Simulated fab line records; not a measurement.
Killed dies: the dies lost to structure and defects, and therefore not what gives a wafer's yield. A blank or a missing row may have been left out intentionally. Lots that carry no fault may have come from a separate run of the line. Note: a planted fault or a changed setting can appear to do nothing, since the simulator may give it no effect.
What tool caused it? + flow sky130 + 12 lots, 36 wafers sampled, at 2 steps of a route of 708

## WHAT EACH GAUGE READ, for each wafer
SKY_VIA2_THK_MEAS_23: measures by xrf. Usual: VIA2_W_THK typically reads 417 nm, with standard deviation 9.9.
| lot  | measured     | on            | VIA2_W_THK (nm) | flag |
|------|--------------|---------------|-----------------|------|
| L136 | day 36 03:29 | film metro-03 | 414 415 436     |      |
| L137 | day 36 12:28 | film metro-02 | 403 404 423     |      |
| L138 | day 36 19:50 | film metro-03 | 419 436 422     |      |
| L139 | day 37 06:07 | film metro-03 | 428 422 424     |      |
| L141 | day 37 17:09 | film metro-02 | 407 409 412     |      |
| L143 | day 38 12:23 | film metro-02 | 407 405 403     |      |
| L144 | day 39 02:26 | film metro-03 | 424 420 421     |      |
| L149 | day 40 07:36 | film metro-04 | 405 407 426     |      |
| L150 | day 40 17:07 | film metro-02 | 420 407 422     |      |
| L153 | day 41 08:23 | film metro-02 | 414 411 412     |      |
| L157 | day 42 13:05 | film metro-02 | 410 412 410     |      |
| L158 | day 42 18:48 | film metro-03 | 418 435 417     |      |

## EACH LOT AND THE TOOL THAT RAN IT (in order: tool; ch and the chambers of the sampled wafers; start)
| lot  | SKY_VIA2_CMP_02               |
|------|-------------------------------|
| L136 | cmp-02 ch 0,2,3, day 34 23:47 |
| L137 | cmp-02 ch 2,3, day 35 09:02   |
| L138 | cmp-02 ch 0,2,3, day 35 16:19 |
| L139 | cmp-02 ch 1,2,3, day 36 02:49 |
| L141 | cmp-02 ch 1,2, day 36 13:41   |
| L143 | cmp-01 ch 0,1, day 37 09:17   |
| L144 | cmp-02 ch 0,1, day 37 22:57   |
| L149 | cmp-01 ch 0,1,3, day 39 05:37 |
| L150 | cmp-01 ch 0,2,3, day 39 15:44 |
| L153 | cmp-02 ch 0,1, day 40 07:12   |
| L157 | cmp-02 ch 0,1,2, day 41 12:17 |
| L158 | cmp-01 ch 0,1,2, day 41 17:58 |
- SKY_VIA2_CMP_02: polishes SiO2.

## WHAT THE TOOLS THEMSELVES READ (means of the sampled wafers that have a number; where no wafer has one, the mark that the record gives instead)
SKY_VIA2_CMP_02. Usual: head pressure psi 4.000 psi, standard deviation 0.008; motor current A 12.8 A, standard deviation 1.3; retaining ring pressure frac 1.000, standard deviation 0.0047; slurry filter dp kPa 13.47 kPa, standard deviation 0.14.
| lot  | tool   | head pressure psi (psi) | motor current A (A) | retaining ring pressure frac | slurry filter dp kPa (kPa) | flag |
|------|--------|-------------------------|---------------------|------------------------------|----------------------------|------|
| L136 | cmp-02 | 3.996                   | 13.0                | 1.004                        | 13.39                      |      |
| L137 | cmp-02 | 4.001                   | 14.6                | 1.003                        | 13.44                      |      |
| L138 | cmp-02 | 4.004                   | 13.3                | 1.002                        | 13.47                      |      |
| L139 | cmp-02 | 4.007                   | 14.2                | 1.001                        | 13.46                      |      |
| L141 | cmp-02 | 4.003                   | 14.0                | 1.003                        | 13.40                      |      |
| L143 | cmp-01 | 4.000                   | 11.8                | 0.996                        | 13.56                      |      |
| L144 | cmp-02 | 4.001                   | 13.2                | 1.002                        | 13.34                      |      |
| L149 | cmp-01 | 4.004                   | 11.8                | 0.997                        | 13.46                      |      |
| L150 | cmp-01 | 3.993                   | 11.2                | 0.998                        | 13.50                      |      |
| L153 | cmp-02 | 4.005                   | 13.7                | 1.000                        | 13.49                      |      |
| L157 | cmp-02 | 3.997                   | 14.0                | 0.998                        | 13.47                      |      |
| L158 | cmp-01 | 3.995                   | 12.0                | 0.997                        | 13.46                      |      |

## THE ANSWER, worked out from the rows above alone
Rule: lot off if the mean of its wafers having a number is beyond 3 standard deviations from the usual mean. A lot without any number at a reading at which 4 lots or more have one is off too. Any other lot the step has rows for is counted as sound. The gauges are gone through in route order, then the tools' own readings, and for those a lot's mean is taken as printed above. At the first step where some lot is off, the reading lying furthest off is the one used; lots without a number count as furthest.
No lot is off on any of the readings shown, so nothing can be concluded from this.

## WHAT THE SIMULATOR PUT IN
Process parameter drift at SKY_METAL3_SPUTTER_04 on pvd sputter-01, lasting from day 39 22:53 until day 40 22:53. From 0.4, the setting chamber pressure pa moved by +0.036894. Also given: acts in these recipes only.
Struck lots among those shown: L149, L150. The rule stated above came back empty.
